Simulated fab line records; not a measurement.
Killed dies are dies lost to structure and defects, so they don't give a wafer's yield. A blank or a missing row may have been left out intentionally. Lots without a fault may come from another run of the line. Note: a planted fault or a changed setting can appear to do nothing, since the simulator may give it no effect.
Problem report, 8D (eight disciplines) form, completed by code    flow sky130    the parts of the form that need people (team, actions taken, sign-off) are left out

## 1. WHAT WENT WRONG
Across 6 wafers from 2 lots, METAL2_ALCU_RS at SKY_METAL2_RS_MEAS_05 averages 0.1426 ohm/sq, while fault-free wafers read 0.1262 ohm/sq with a standard deviation of 0.0015. Measured from the usual mean, that is +11 standard deviations.
The step: measures by four-point-probe.
Seen first at day 39 15:16 on film-metro-04, wafer L408.3. Wafers with a number at this step in the record: 30, from 10 lots. Rule for "out", or "out of limits": more than 4 standard deviations from the usual mean. The other wafers with a number count as sound.

## 2. WHAT THIS IS AND IS NOT
question                     is                            is not
which readings at this step  METAL2_ALCU_RS                -
which lots                   L408, L409                    L395, L397, L399, L400, L407, L410, L413, L414
which wafers of those lots   all that have a number        -
read on which gauges         film-metro-03, film-metro-04  film-metro-01
when                         from day 39 15:16             up to then (15 sound wafers); but 9 sound wafers of L410, L413, L414 came after

## 3. WHAT RULES OUT EACH SUSPECT
Counting: a tool stays on the suspect list if, at a process step up to the reading, it processed all lots that are out and no sound lot following the first of them.
- ruled out: the gauge at SKY_METAL2_RS_MEAS_05. 2 gauges (film-metro-03, film-metro-04) read the wafers that are out.
- pvd-sputter-03 at SKY_METAL2_SPUTTER_02 (material AlCu, target thk 250 nm, time 13.3 s): kept. All lots that are out passed through it, beginning with L408 at day 39 15:08, and no sound lot followed; its final sound lot before that point was L400 at day 37 07:10.
Left after counting: pvd-sputter-03 at SKY_METAL2_SPUTTER_02.

## 4. THE CAUSE (what the simulator had put in)
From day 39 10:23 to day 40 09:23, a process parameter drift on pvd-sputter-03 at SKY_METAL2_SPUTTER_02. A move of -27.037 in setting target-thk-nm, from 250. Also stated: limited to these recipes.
Counting left only this tool.

## 5. THE CHAIN OF EFFECTS, in route order
Each row: a reading whose mean over the struck wafers that have a number lies more than 3 standard deviations from the usual. Scope: only readings with a usual standard deviation given in the record; hours: median across lots of the time from each lot's start at the first step in this table that gives one to its start at this step; sigmas: change in usual standard deviations.
hours  step                    reading          usual          on struck wafers  change   sigmas
0      SKY_METAL2_RS_MEAS_05   METAL2_ALCU_RS   0.1262 ohm/sq  0.1426            +0.0164  +11
5      SKY_METAL2_THK_MEAS_06  METAL2_ALCU_THK  249 nm         222               -27      -8.7

## 6. WHAT WOULD HAVE CAUGHT IT SOONER
Counted from the fault's start at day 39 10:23, it took 5 hours until the first out-of-limits reading at a measuring or inspecting step in this record, taken at day 39 15:16.
Of the tool readings at SKY_METAL2_SPUTTER_02 for which the record gives a usual standard deviation, none was out on any struck wafer, so an alarm limit of 4 standard deviations on them would not have fired.
Lots out: 2; of these, L409 started SKY_METAL2_SPUTTER_02 on pvd-sputter-03 after day 39 15:16. It would have been spared by a hold on the tool at that moment.
